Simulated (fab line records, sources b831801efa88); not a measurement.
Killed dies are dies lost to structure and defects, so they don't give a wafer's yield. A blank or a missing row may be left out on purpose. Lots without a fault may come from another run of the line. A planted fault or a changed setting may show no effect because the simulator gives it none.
Which tool did it? | flow sky130 | 12 lots, 35 wafers sampled, at 2 steps of a route of 708

WHAT THE GAUGES READ, wafer by wafer
The record holds no reading of a measuring or inspecting step that can be judged against a usual standard deviation.

WHICH TOOL RAN EACH LOT (tool, then ch and the chambers of the sampled wafers, then the start)
lot  | SKY_VIA3_SOFTBAKE_08              | SKY_PAD_OPEN_PROBE_99
L823 | litho_track-03 ch 0, day 38 19:00 | prober-02, day 45 12:37
L824 | litho_track-02 ch 0, day 39 00:00 | -
L825 | litho_track-02 ch 0, day 39 09:00 | prober-02, day 46 00:15
L826 | litho_track-01 ch 0, day 39 22:00 | -
L827 | litho_track-02 ch 0, day 40 05:00 | -
L828 | litho_track-03 ch 0, day 40 10:00 | -
L829 | litho_track-01 ch 0, day 40 21:00 | -
L836 | litho_track-01 ch 0, day 43 09:00 | prober-01, day 49 05:57
L841 | litho_track-03 ch 0, day 44 13:00 | prober-01, day 50 03:58
L843 | litho_track-03 ch 0, day 44 21:00 | prober-01, day 50 11:09
L844 | litho_track-02 ch 0, day 45 02:00 | prober-02, day 50 14:00
L845 | litho_track-03 ch 0, day 45 12:00 | -
- SKY_VIA3_SOFTBAKE_08: time 90 s.
- SKY_PAD_OPEN_PROBE_99

WHAT THE TOOLS THEMSELVES READ (means of the sampled wafers that have a number; where no wafer has one, the mark that the record gives instead)
SKY_VIA3_SOFTBAKE_08. Usual: heater_power_total_W 57.36 W, standard deviation 0.12; run_length_s 119.10 s, standard deviation 0.2.
lot  | tool           | heater_power_total_W (W) | run_length_s (s) | flag
L823 | litho_track-03 | 57.23                    | 118.75           |
L824 | litho_track-02 | 57.39                    | 119.22           |
L825 | litho_track-02 | 57.48                    | 119.26           |
L826 | litho_track-01 | 57.46                    | 119.24           |
L827 | litho_track-02 | 57.28                    | 119.33           |
L828 | litho_track-03 | 57.41                    | 118.90           |
L829 | litho_track-01 | 57.33                    | 119.19           |
L836 | litho_track-01 | 58.91                    | 112.78           | OFF
L841 | litho_track-03 | 57.34                    | 118.82           |
L843 | litho_track-03 | 57.40                    | 118.83           |
L844 | litho_track-02 | 57.25                    | 119.26           |
L845 | litho_track-03 | 57.33                    | 118.78           |

SKY_PAD_OPEN_PROBE_99. Usual: defect_limited_yield 82.2 %, standard deviation 1.9; killed_at_M0_to_M3 45, standard deviation 7.3; killed_at_M4_up 3.1, standard deviation 1.7; killed_at_contacts 25, standard deviation 5.1; killed_at_front_end 15, standard deviation 4.5; killed_at_other 0.3, standard deviation 0.56; killed_dies 88, standard deviation 9.4; killed_open 47, standard deviation 6.6; killed_short 40, standard deviation 6.9; sort_bin_3_pad_short 0.9 %, standard deviation 0.46; sort_bin_5_function 10.5 %, standard deviation 1.5; sort_bin_6_memory 6.4 %, standard deviation 1.1; sort_n_pass 404, standard deviation 9.4; sort_yield_pct 82.2 %, standard deviation 1.9.
lot  | tool      | defect_limited_yield (%) | killed_at_M0_to_M3 | killed_at_M4_up | killed_at_contacts | killed_at_front_end | killed_at_other | killed_dies | killed_open | killed_short | sort_bin_3_pad_short (%) | sort_bin_5_function (%) | sort_bin_6_memory (%) | sort_n_pass | sort_yield_pct (%) | flag
L823 | prober-02 | 79.9                     | 53                 | 3.0             | 28                 | 15                  | 0.3             | 99          | 53          | 46           | 1.3                      | 10.9                    | 7.8                   | 393         | 79.9               |
L825 | prober-02 | 82.6                     | 49                 | 2.3             | 23                 | 11                  | 0.7             | 86          | 46          | 39           | 1.1                      | 10.8                    | 5.5                   | 406         | 82.6               |
L836 | prober-01 | 83.5                     | 41                 | 3.0             | 20                 | 18                  | 0.0             | 81          | 50          | 30           | 1.0                      | 9.4                     | 6.0                   | 411         | 83.5               |
L841 | prober-01 | 81.0                     | 42                 | 5.0             | 29                 | 17                  | 0.3             | 93          | 49          | 44           | 0.7                      | 10.7                    | 7.5                   | 399         | 81.0               |
L843 | prober-01 | 82.8                     | 48                 | 2.0             | 24                 | 10                  | 1.0             | 85          | 46          | 38           | 1.0                      | 9.3                     | 6.8                   | 407         | 82.8               |
L844 | prober-02 | 82.7                     | 44                 | 1.0             | 25                 | 15                  | 0.0             | 85          | 47          | 38           | 0.0                      | 9.1                     | 8.1                   | 407         | 82.7               |

THE ANSWER, worked out from the rows above alone
Rule: a lot is off if the mean of its wafers that have a number lies more than 3 standard deviations from the usual mean. A lot without any number at a reading at which 4 lots or more have one is off too. The other lots that the step has rows for count as sound. The gauges are gone through in route order, then the tools' own readings, and for those a lot's mean is taken as printed above. The first step at which some lot is off is used, and at that step the reading that is off furthest; a lot without a number counts as furthest.
Off: L836, at SKY_VIA3_SOFTBAKE_08 (run_length_s).
A tool fits if, at that step or a process step before it, it ran every lot that is off, and no sound lot after the first of them. One fits: litho_track-01 at SKY_VIA3_SOFTBAKE_08. Its last sound lot is L829 (day 40 21:00), its first lot that is off L836 (day 43 09:00): a fault that began between those two fits.
The tool's own readings at SKY_VIA3_SOFTBAKE_08 bear it out: on the lots that are off they differ by more than 5 times the standard deviation of the sound lots' means. heater_power_total_W reads 58.91 W there against 57.35 W on the sound lots; run_length_s reads 112.78 s there against 119.05 s on the sound lots.

WHAT THE SIMULATOR HAD PUT IN
Process parameter drift: litho_track-01, from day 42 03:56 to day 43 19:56, at SKY_VIA3_SOFTBAKE_08. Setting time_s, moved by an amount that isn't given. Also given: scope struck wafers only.
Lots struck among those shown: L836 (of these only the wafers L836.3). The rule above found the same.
